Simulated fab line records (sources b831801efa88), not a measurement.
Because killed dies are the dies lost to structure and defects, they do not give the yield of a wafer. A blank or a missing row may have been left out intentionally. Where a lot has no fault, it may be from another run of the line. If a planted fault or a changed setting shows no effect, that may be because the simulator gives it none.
Which tool is to blame? :: flow sky130 :: 13 lots, 39 wafers sampled, at 4 steps of a route of 708

WHAT THE GAUGES READ, wafer by wafer
SKY_FIELD_ISO_BOW_MEAS_00. Usual: INCOMING_BOW typically reads 0 um, with standard deviation 5.8.
lot: L263
measured: day 1 10:01
on: film_metro-02
INCOMING_BOW (um): -1 7 5
flag: 

lot: L264
measured: day 1 15:00
on: film_metro-03
INCOMING_BOW (um): -1 -8 0
flag: 

lot: L265
measured: day 1 20:04
on: film_metro-02
INCOMING_BOW (um): 5 1 3
flag: 

lot: L266
measured: day 2 01:02
on: film_metro-03
INCOMING_BOW (um): 6 -13 3
flag: 

lot: L267
measured: day 2 06:00
on: film_metro-01
INCOMING_BOW (um): 7 -1 4
flag: 

lot: L268
measured: day 2 11:00
on: film_metro-01
INCOMING_BOW (um): -4 -14 5
flag: 

lot: L270
measured: day 2 21:00
on: film_metro-03
INCOMING_BOW (um): -6 -1 4
flag: 

lot: L271
measured: day 3 02:00
on: film_metro-03
INCOMING_BOW (um): 11 -12 7
flag: 

lot: L277
measured: day 4 08:04
on: film_metro-03
INCOMING_BOW (um): 1 -8 -2
flag: 

lot: L279
measured: day 4 18:00
on: film_metro-01
INCOMING_BOW (um): 11 3 -7
flag: 

lot: L282
measured: day 5 09:00
on: film_metro-01
INCOMING_BOW (um): 5 -3 7
flag: 

lot: L283
measured: day 5 14:01
on: film_metro-03
INCOMING_BOW (um): 2 -2 -8
flag: 

lot: L286
measured: day 6 05:00
on: film_metro-01
INCOMING_BOW (um): -6 3 5
flag: 

SKY_VT_ADJUST_LVTN_TW_MEAS_21. Usual: VT_ADJUST_LVTN_2_TW typically reads 188.4, with standard deviation 1.4.
lot: L263
measured: day 8 11:41
on: film_metro-04
VT_ADJUST_LVTN_2_TW: 187.0 186.5 187.1
flag: 

lot: L264
measured: day 8 13:46
on: film_metro-02
VT_ADJUST_LVTN_2_TW: 188.1 187.9 188.6
flag: 

lot: L265
measured: day 8 13:38
on: film_metro-01
VT_ADJUST_LVTN_2_TW: 191.3 190.4 191.6
flag: 

lot: L266
measured: day 8 15:07
on: film_metro-01
VT_ADJUST_LVTN_2_TW: 190.5 189.9 190.4
flag: 

lot: L267
measured: day 9 01:17
on: film_metro-04
VT_ADJUST_LVTN_2_TW: 186.8 187.7 186.1
flag: 

lot: L268
measured: day 9 05:54
on: film_metro-04
VT_ADJUST_LVTN_2_TW: 187.1 186.5 187.4
flag: 

lot: L270
measured: day 9 19:38
on: film_metro-01
VT_ADJUST_LVTN_2_TW: 190.8 190.5 190.3
flag: 

lot: L271
measured: day 10 03:14
on: film_metro-04
VT_ADJUST_LVTN_2_TW: 185.8 186.1 186.1
flag: 

lot: L277
measured: day 11 21:01
on: film_metro-04
VT_ADJUST_LVTN_2_TW: 177.6 176.7 176.7
flag: OFF

lot: L279
measured: day 12 07:19
on: film_metro-01
VT_ADJUST_LVTN_2_TW: 179.0 178.4 178.4
flag: OFF

lot: L282
measured: day 13 03:03
on: film_metro-02
VT_ADJUST_LVTN_2_TW: 187.7 188.3 186.7
flag: 

lot: L283
measured: day 13 08:20
on: film_metro-04
VT_ADJUST_LVTN_2_TW: 188.8 188.4 188.7
flag: 

lot: L286
measured: day 14 12:56
on: film_metro-01
VT_ADJUST_LVTN_2_TW: 189.2 189.5 189.4
flag: 

SKY_LDD_P_OVL_MEAS_08. Usual: LDD_P_OVL typically reads 1.1 nm, with standard deviation 1.4.
lot: L263
measured: day 20 03:45
on: overlay-01
LDD_P_OVL (nm): 2.9 -0.5 2.5
flag: 

lot: L264
measured: day 20 01:26
on: overlay-02
LDD_P_OVL (nm): 0.7 1.4 1.9
flag: 

lot: L265
measured: day 19 22:03
on: overlay-01
LDD_P_OVL (nm): 0.5 1.6 1.1
flag: 

lot: L266
measured: day 20 04:00
on: overlay-02
LDD_P_OVL (nm): -0.6 0.8 0.3
flag: 

lot: L267
measured: day 20 14:11
on: overlay-02
LDD_P_OVL (nm): -0.7 0.0 1.5
flag: 

lot: L268
measured: day 21 01:30
on: overlay-01
LDD_P_OVL (nm): 1.2 1.1 0.6
flag: 

lot: L270
measured: day 21 19:32
on: overlay-01
LDD_P_OVL (nm): 1.0 4.4 1.8
flag: 

lot: L271
measured: day 22 08:12
on: overlay-02
LDD_P_OVL (nm): -0.6 -1.8 0.2
flag: 

lot: L277
measured: day 24 10:46
on: overlay-02
LDD_P_OVL (nm): 1.5 1.2 2.8
flag: 

lot: L279
measured: day 24 21:35
on: overlay-02
LDD_P_OVL (nm): 0.1 1.3 -0.5
flag: 

lot: L282
measured: day 26 21:26
on: overlay-01
LDD_P_OVL (nm): 0.3 -2.1 -0.5
flag: 

lot: L283
measured: day 26 22:29
on: overlay-01
LDD_P_OVL (nm): -0.3 -0.9 0.9
flag: 

lot: L286
measured: day 27 12:56
on: overlay-01
LDD_P_OVL (nm): 0.1 -0.2 -1.9
flag: 

TOOL THAT RAN EACH LOT (tool first, then ch and the chambers of the sampled wafers, then the start)
lot: L263
SKY_VT_ADJUST_LVTN_IMPLANT_19: implanter-02 ch 0, day 8 11:28

lot: L264
SKY_VT_ADJUST_LVTN_IMPLANT_19: implanter-02 ch 0, day 8 13:31

lot: L265
SKY_VT_ADJUST_LVTN_IMPLANT_19: implanter-04 ch 0, day 8 13:26

lot: L266
SKY_VT_ADJUST_LVTN_IMPLANT_19: implanter-03 ch 0, day 8 14:54

lot: L267
SKY_VT_ADJUST_LVTN_IMPLANT_19: implanter-04 ch 0, day 9 01:02

lot: L268
SKY_VT_ADJUST_LVTN_IMPLANT_19: implanter-03 ch 0, day 9 05:39

lot: L270
SKY_VT_ADJUST_LVTN_IMPLANT_19: implanter-02 ch 0, day 9 19:23

lot: L271
SKY_VT_ADJUST_LVTN_IMPLANT_19: implanter-03 ch 0, day 10 02:59

lot: L277
SKY_VT_ADJUST_LVTN_IMPLANT_19: implanter-02 ch 0, day 11 20:49

lot: L279
SKY_VT_ADJUST_LVTN_IMPLANT_19: implanter-02 ch 0, day 12 07:04

lot: L282
SKY_VT_ADJUST_LVTN_IMPLANT_19: implanter-03 ch 0, day 13 02:48

lot: L283
SKY_VT_ADJUST_LVTN_IMPLANT_19: implanter-03 ch 0, day 13 08:07

lot: L286
SKY_VT_ADJUST_LVTN_IMPLANT_19: implanter-03 ch 0, day 14 12:41
- SKY_VT_ADJUST_LVTN_IMPLANT_19

WHAT THE TOOLS THEMSELVES READ (means of the sampled wafers that have a number; where no wafer has one, the mark that the record gives instead)
SKY_VT_ADJUST_LVTN_IMPLANT_19. Usual: faraday_current_uA at 3.68, with a standard deviation of 0.068.
lot: L263
tool: implanter-02
faraday_current_uA: 3.68
flag: 

lot: L264
tool: implanter-02
faraday_current_uA: 3.67
flag: 

lot: L265
tool: implanter-04
faraday_current_uA: 3.69
flag: 

lot: L266
tool: implanter-03
faraday_current_uA: 3.64
flag: 

lot: L267
tool: implanter-04
faraday_current_uA: 3.64
flag: 

lot: L268
tool: implanter-03
faraday_current_uA: 3.70
flag: 

lot: L270
tool: implanter-02
faraday_current_uA: 3.65
flag: 

lot: L271
tool: implanter-03
faraday_current_uA: 3.64
flag: 

lot: L277
tool: implanter-02
faraday_current_uA: 3.67
flag: 

lot: L279
tool: implanter-02
faraday_current_uA: 3.70
flag: 

lot: L282
tool: implanter-03
faraday_current_uA: 3.65
flag: 

lot: L283
tool: implanter-03
faraday_current_uA: 3.77
flag: 

lot: L286
tool: implanter-03
faraday_current_uA: 3.68
flag: 

THE ANSWER, worked out from the rows above alone
Rule: a lot counts as off when the mean over its wafers that have a number is more than 3 standard deviations away from the usual mean. Also off: a lot with no number at a reading for which 4 or more lots have one. Where the step has rows for the other lots, those lots are counted as sound. The gauges are gone through in route order, then the tools' own readings, and for those a lot's mean is taken as printed above. The first step at which some lot is off is used, and at that step the reading that is off furthest; a lot without a number counts as furthest.
Off: L277, L279, seen at SKY_VT_ADJUST_LVTN_TW_MEAS_21 (VT_ADJUST_LVTN_2_TW).
A tool fits if, at a process step before that reading, it ran every lot that is off, and no sound lot after the first of them. Gauges at SKY_VT_ADJUST_LVTN_TW_MEAS_21: tried the same way as those tools. One fits: SKY_VT_ADJUST_LVTN_IMPLANT_19 on implanter-02. A fault onset in the window from L270 (day 9 19:23, its last sound lot) to L277 (day 11 20:49, its first lot off) fits.

WHAT THE SIMULATOR HAD INSERTED
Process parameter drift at SKY_VT_ADJUST_LVTN_IMPLANT_19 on implanter-02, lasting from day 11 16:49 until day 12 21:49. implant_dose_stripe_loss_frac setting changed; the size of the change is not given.
Struck lots among those shown: L277, L279. The rule above reached the same finding.
